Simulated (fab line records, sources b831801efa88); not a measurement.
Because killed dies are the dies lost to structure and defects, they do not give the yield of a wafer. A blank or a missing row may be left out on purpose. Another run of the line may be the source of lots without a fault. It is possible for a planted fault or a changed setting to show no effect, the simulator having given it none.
Which tool did it? | flow gf180mcu | 12 lots with 36 wafers sampled at 5 steps, on a route of 602 steps

## WHAT EACH GAUGE READ, for each wafer
GF_NSD_CD_MEAS_07: target cd 400 nm.
lot  | measured     | on        | cd-nm (nm)
L879 | day 13 18:10 | cd-sem-02 | 400.8 402.0 402.9
L880 | day 14 00:10 | cd-sem-02 | 399.6 398.7 399.4
L882 | day 14 12:32 | cd-sem-01 | 401.3 400.5 401.8
L887 | day 16 08:55 | cd-sem-02 | 398.5 397.4 398.0
L888 | day 16 16:34 | cd-sem-02 | 400.4 399.7 397.4
L890 | day 17 09:54 | cd-sem-01 | 398.5 400.2 399.3
L891 | day 17 20:48 | cd-sem-01 | 399.3 395.9 395.5
L893 | day 18 11:40 | cd-sem-02 | 399.0 396.6 396.3
L898 | day 20 10:06 | cd-sem-01 | 398.0 399.4 397.2
L900 | day 20 23:51 | cd-sem-02 | 396.2 399.6 398.3
L899 | day 21 00:45 | cd-sem-02 | 404.2 401.4 403.9
L901 | day 21 06:05 | cd-sem-01 | 398.4 396.1 397.1

GF_PSD_OVL_MEAS_08.
lot  | measured     | on         | PSD_OVL (nm)
L879 | day 14 15:08 | overlay-02 | -2.6 -1.5 -3.0
L880 | day 14 21:21 | overlay-02 | 1.8 -0.6 -1.8
L882 | day 15 10:29 | overlay-02 | 1.2 0.7 -1.1
L887 | day 17 07:18 | overlay-02 | 1.6 0.1 -0.9
L888 | day 17 15:16 | overlay-02 | -2.6 -0.7 -2.1
L890 | day 18 10:10 | overlay-02 | -1.5 -1.2 1.2
L891 | day 18 20:47 | overlay-01 | -0.3 0.0 -1.4
L893 | day 19 12:38 | overlay-01 | -0.7 -0.6 -1.4
L898 | day 21 11:07 | overlay-01 | 0.7 0.7 0.9
L900 | day 22 00:20 | overlay-02 | -0.4 -0.8 -1.2
L899 | day 22 00:37 | overlay-01 | -1.9 -0.4 -1.4
L901 | day 22 06:05 | overlay-01 | 0.7 -1.4 0.5

GF_PSD_RS_MEAS_14: measurement is done with a four-point probe.
lot  | measured     | on            | NSD_RS (ohm/sq)
L879 | day 14 15:38 | film-metro-03 | 46.08 46.21 46.16
L880 | day 14 21:50 | film-metro-03 | 46.16 46.03 46.09
L882 | day 15 10:59 | film-metro-03 | 46.24 46.22 46.30
L887 | day 17 07:47 | film-metro-03 | 46.17 46.17 46.09
L888 | day 17 15:44 | film-metro-02 | 46.14 46.27 46.15
L890 | day 18 10:40 | film-metro-02 | 42.74 42.70 42.72 42.73 42.68 42.62
L891 | day 18 21:17 | film-metro-01 | 46.05 46.19 46.08
L893 | day 19 13:07 | film-metro-02 | 42.82 42.74 42.74 42.74 42.75 42.78
L898 | day 21 11:37 | film-metro-03 | 46.27 46.14 46.18
L900 | day 22 00:50 | film-metro-03 | 46.39 46.21 46.25
L899 | day 22 01:07 | film-metro-02 | 45.99 45.96 46.04
L901 | day 22 06:35 | film-metro-01 | 46.08 46.06 46.20

GF_PSD_RS_MEAS_15: measurement is done with a four-point probe.
lot  | measured     | on            | PSD_RS (ohm/sq)
L879 | day 14 15:46 | film-metro-03 | 108.73 109.01 108.70
L880 | day 14 21:57 | film-metro-03 | 108.73 108.20 108.60
L882 | day 15 11:06 | film-metro-03 | 108.97 108.98 109.08
L887 | day 17 07:54 | film-metro-03 | 108.49 108.53 108.54
L888 | day 17 15:52 | film-metro-02 | 108.35 108.61 108.77
L890 | day 18 15:38 | film-metro-02 | 98.95 98.94 98.89 98.83 98.94 98.70
L891 | day 18 21:24 | film-metro-01 | 108.21 108.49 108.24
L893 | day 19 15:19 | film-metro-02 | 99.22 99.25 99.23 98.84 99.45 99.41
L898 | day 21 11:44 | film-metro-03 | 108.53 108.69 108.69
L900 | day 22 00:57 | film-metro-03 | 108.95 108.88 108.40
L899 | day 22 01:14 | film-metro-02 | 108.13 108.30 108.53
L901 | day 22 06:42 | film-metro-01 | 108.40 108.26 108.41

## WHAT TOOL EACH LOT RAN ON (gives the tool, then ch and the chambers of the sampled wafers, and finally the start)
lot  | GF_PSD_RTA_13
L879 | rtp-anneal-01 ch 0, day 14 15:32
L880 | rtp-anneal-02 ch 0, day 14 21:45
L882 | rtp-anneal-02 ch 0, day 15 10:53
L887 | rtp-anneal-02 ch 0, day 17 07:42
L888 | rtp-anneal-02 ch 0, day 17 15:40
L890 | rtp-anneal-01 ch 0, day 18 10:34
L891 | rtp-anneal-02 ch 0, day 18 21:11
L893 | rtp-anneal-01 ch 0, day 19 13:02
L898 | rtp-anneal-02 ch 0, day 21 11:32
L900 | rtp-anneal-01 ch 0, day 22 00:44
L899 | rtp-anneal-01 ch 0, day 22 01:01
L901 | rtp-anneal-01 ch 0, day 22 06:29
- GF_PSD_RTA_13: time 20 s.

## WHAT THE TOOLS THEMSELVES READ (means of the sampled wafers that have a number; where no wafer has one, the mark that the record gives instead)
GF_PSD_RTA_13.
lot  | tool          | lamp-power-pct (%) | wafer_temp_C_max
L879 | rtp-anneal-01 | 34                 | 1031.5
L880 | rtp-anneal-02 | 40                 | 1028.5
L882 | rtp-anneal-02 | 40                 | 1027.3
L887 | rtp-anneal-02 | 40                 | 1028.4
L888 | rtp-anneal-02 | 40                 | 1027.2
L890 | rtp-anneal-01 | 37                 | 1031.6
L891 | rtp-anneal-02 | 40                 | 1028.8
L893 | rtp-anneal-01 | 37                 | 1031.9
L898 | rtp-anneal-02 | 40                 | 1027.7
L900 | rtp-anneal-01 | 34                 | 1031.7
L899 | rtp-anneal-01 | 34                 | 1030.7
L901 | rtp-anneal-01 | 34                 | 1031.3

## THE ANSWER, worked out from the rows above alone
Rule: usual is defined by the lots themselves. Put in order of their means at a reading, lots are off if they are a third of the lots or fewer, leave a main group of 4 or more, and stand apart from it by a gap of 3 or more times the standard deviation of the main group's means; of several such gaps the widest counts. A main group whose means are all the same, to the digits that the tables above print for the reading, isn't used. Also off: a lot with no number at a reading for which 4 or more lots have one. Where the step has rows for the other lots, those lots are counted as sound. First the gauges in route order, then the tools' own readings, where a lot's mean is used as printed above. The first step at which some lot is off is used, and at that step the reading that is off furthest; a lot without a number counts as furthest.
Off: L890, L893, at GF_PSD_RS_MEAS_14 (NSD_RS). For the main group the mean is 46.15 ohm/sq and the standard deviation 0.079.
If a tool, at a process step before that reading, ran all the lots that are off and no sound lot after the first of them, it fits. Gauges at GF_PSD_RS_MEAS_14: tried the same way as those tools. Not one of the candidates tried fits.

## WHAT THE SIMULATOR HAD INSERTED
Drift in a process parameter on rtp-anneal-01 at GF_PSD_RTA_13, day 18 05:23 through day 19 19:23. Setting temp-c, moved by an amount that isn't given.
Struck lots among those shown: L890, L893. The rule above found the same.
